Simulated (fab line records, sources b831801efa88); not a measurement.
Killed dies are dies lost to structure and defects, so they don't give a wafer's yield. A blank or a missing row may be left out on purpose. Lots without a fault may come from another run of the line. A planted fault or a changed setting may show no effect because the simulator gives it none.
A struck lot beside a sound one | flow gf180mcu | 15 steps out of a route of 602
Sound: wafers L241.2, L241.3, L241.5. Struck: wafers L251.3, L251.4, L251.5. The cause comes at the end.
At each step with rows: each side's tool, then ch and its chambers, then its first start. Under that, the readings that differ: sound wafers | struck wafers | difference of the means | sigmas: that difference in standard deviations of wafers without a fault.
alike: readings whose means differ by less than 2 such deviations, and words and numbers that are the same on both sides. not compared: withheld readings, readings that some wafer has no value for, bounds like >300 that may hide the same value, and numbers for which the record gives no deviation and whose values overlap.
The two part at a step that has a row with sigmas, a row that says differs or no value, or rows on one side only. Numbers that don't overlap but have no deviation are shown without sigmas and don't part them. A reading that every wafer of one side lacks parts them only if that side has two wafers or more.

first, 2 steps without rows for these wafers: GF_V5_STRIP_19 (strips in post etch residue remover, time 1200 s); GF_V5_CLEAN_20 (cleans in DIW).
GF_V5_SPUTTER_21: material Ti, target thk 15 nm, time 80.02 s.
  sound on pvd_sputter-04, day 28 10:04; struck on pvd_sputter-04, day 31 17:07
  alike: cathode_dc_power_W, chamber_pressure_pa, throttle_valve_pct
then, 1 step without rows for these wafers: GF_V5_SPUTTER_22 (material TiN, target thk 10 nm, time 40 s).
GF_V5_CVD_23: deposits W, target thk 350 nm, time 104.9 s.
  sound on cvd_w-01 ch 0, day 28 10:10; struck on cvd_w-02 ch 0,1, day 31 17:15
  alike: heater_power_w
GF_V5_RS_MEAS_24: measures by four-point-probe.
  sound on film_metro-01, day 28 10:18; struck on film_metro-01, day 31 17:22
  alike: V5_W_RS
GF_V5_THK_MEAS_25: measures by xrf.
  sound on film_metro-01, day 28 10:25; struck on film_metro-01, day 31 17:28
  alike: V5_W_THK
GF_V5_CMP_26: polishes, stops on SiO2, t overpolish 15 s, target thk 0 nm.
  sound on cmp-01 ch 1,2,3, day 28 10:31; struck on cmp-02 ch 1,2,3, day 31 17:30
  alike: motor_current_A, overpolish_run_s, time_to_endpoint_s
GF_TOP_METAL_SPUTTER_00: material Ti, target thk 37.5 nm, time 150 s.
  sound on pvd_sputter-02, day 28 10:47; struck on pvd_sputter-01, day 31 17:48
  reading                  | sound             | struck            | difference | sigmas
  chamber_pressure_pa (Pa) | 1.996 1.998 2.000 | 2.009 2.006 2.003 | +0.008     | +2
  alike: cathode_dc_power_W, throttle_valve_pct
then, 2 steps without rows for these wafers: GF_TOP_METAL_SPUTTER_01 (material TiN, target thk 30 nm, time 25 s); GF_TOP_METAL_SPUTTER_02 (material AlCu, target thk 900 nm, time 47.82 s).
GF_TOP_METAL_SPUTTER_03: material Ti, target thk 5 nm, time 3.3 s.
  sound on pvd_sputter-02, day 28 10:58; struck on pvd_sputter-01, day 31 17:58
  alike: cathode_dc_power_W, chamber_pressure_pa, throttle_valve_pct
GF_TOP_METAL_SPUTTER_04: material TiN, target thk 25 nm, time 20.8 s.
  sound on pvd_sputter-02, day 28 10:58; struck on pvd_sputter-01, day 31 17:59
  no value came back on the struck wafers for cathode_dc_power_W (W), chamber_pressure_pa (Pa), throttle_valve_pct (%); on the sound wafers cathode_dc_power_W (W) reads 6498.2 6498.7 6502.6
GF_TOP_METAL_THK_MEAS_06: measures by xrf.
  sound on film_metro-02, day 28 11:08; struck on film_metro-02, day 31 18:10
  reading                 | sound       | struck      | difference | sigmas
  TOP_METAL_ALCU_THK (nm) | 897 892 895 | 959 954 960 | +63        | +4
then, 1 step without rows for these wafers: GF_TOP_METAL_DEHYDRATE_07 (time 60 s).

WHERE THEY PART
First at GF_TOP_METAL_SPUTTER_00; last, within this record, at GF_TOP_METAL_THK_MEAS_06.

WHY: what the simulator had put in
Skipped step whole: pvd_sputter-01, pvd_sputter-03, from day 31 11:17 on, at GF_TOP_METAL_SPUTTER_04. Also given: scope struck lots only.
